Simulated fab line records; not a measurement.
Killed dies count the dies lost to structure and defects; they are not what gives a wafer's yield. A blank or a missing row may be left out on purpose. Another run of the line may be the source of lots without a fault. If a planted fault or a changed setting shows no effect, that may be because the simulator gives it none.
Struck lot and sound lot, side by side ; flow gf180mcu ; 15 steps out of a route of 602
Sound: wafers L315.2, L315.5, L315.6. Wafers struck: L320.2, L320.5, L320.6. The cause comes at the end.
Each step with rows lists, per side, the tool, then ch with its chambers, then its first start. Under that, the readings that differ: sound wafers ; struck wafers ; difference of the means ; sigmas: that difference in standard deviations of wafers without a fault.
alike: readings with means less than 2 such deviations apart, plus words and numbers identical on both sides. not compared: withheld readings, readings lacking a value on some wafer, bounds such as >300 that could conceal the same value, and numbers that have no deviation in the record and whose values overlap.
The two part at a step that has a row with sigmas, a row that says differs or no value, or rows on one side only. Numbers that have no deviation but don't overlap get no sigmas and don't part them. A reading missing from all wafers of one side parts the sides only when that side holds two or more wafers.

first, 3 steps without rows for these wafers: GF_V4_EXPOSE_11 (exposes mask Via4, target cd 260 nm); GF_V4_PEB_12 (peb time 90 s); GF_V4_DEVELOP_13 (develop time 60 s).
GF_V4_CD_MEAS_14: target cd 260 nm.
  sound on cd sem-01, day 26 04:40; struck on cd sem-02, day 27 16:38
  alike: cd nm
GF_V4_OVL_MEAS_15:
  sound on overlay-02, day 26 04:46; struck on overlay-01, day 27 16:44
  alike: V4_OVL
GF_V4_ETCH_16: etches BARC in N2/H2.
  sound on rie diel-04 ch 0,2,3, day 26 04:47; struck on rie diel-02 ch 0,1,3, day 27 16:46
  alike: drypump motor current A, oes product au, throttle valve pct
GF_V4_ETCH_17: etches SiO2 in C4F8/O2/Ar, stops on TiN, target depth 630 nm.
  sound on rie diel-04 ch 0,2,3; struck on rie diel-02 ch 0,1,3
  alike: oes product au
GF_V4_STRIP_18: strips in O2/N2.
  sound on plasma asher-01 ch 0,1, day 26 04:55; struck on plasma asher-04 ch 0,1, day 27 16:54
  alike: drypump motor current A, heater power w, oes product au
  not compared: rf hours counter h
then, 2 steps without rows for these wafers: GF_V4_STRIP_19 (strips in post etch residue remover, time 1200 s); GF_V4_CLEAN_20 (cleans in DIW).
GF_V4_SPUTTER_21: material Ti, target thk 15 nm, time 80.02 s.
  sound on pvd sputter-04, day 26 05:31; struck on pvd sputter-03, day 27 17:26
  alike: substrate temp c, throttle valve pct
GF_V4_SPUTTER_22: material TiN, target thk 10 nm, time 40 s.
  sound on pvd sputter-04, day 26 05:35; struck on pvd sputter-03, day 27 17:30
  alike: throttle valve pct
GF_V4_CVD_23: deposits W, target thk 350 nm, time 104.9 s.
  sound on cvd w-01 ch 0,1, day 26 05:37; struck on cvd w-01 ch 0,1, day 27 17:32
  no value came back on the struck wafers for chamber pressure Torr (Torr), heater power outer w (W), heater power w (W); on the sound wafers chamber pressure Torr (Torr) reads 40.03 40.01 39.98
GF_V4_RS_MEAS_24: the measuring method here is four-point-probe.
  sound on film metro-04, day 26 05:45; struck on film metro-04, day 27 17:57
reading;sound;struck;difference;sigmas
V4_W_RS (ohm/sq);0.320 0.324 0.321;44.499 44.882 44.712;+44.376;+99 or more
  not compared: hold
GF_PASSIVATION_PROBE_99:
  rows exist in the record for the sound wafers here (prober-02, day 30 14:20), none for the struck ones

## WHERE THEY PART
Earliest at GF_V4_CVD_23; latest, in this record, at GF_PASSIVATION_PROBE_99.

WHY: what the simulator had put in
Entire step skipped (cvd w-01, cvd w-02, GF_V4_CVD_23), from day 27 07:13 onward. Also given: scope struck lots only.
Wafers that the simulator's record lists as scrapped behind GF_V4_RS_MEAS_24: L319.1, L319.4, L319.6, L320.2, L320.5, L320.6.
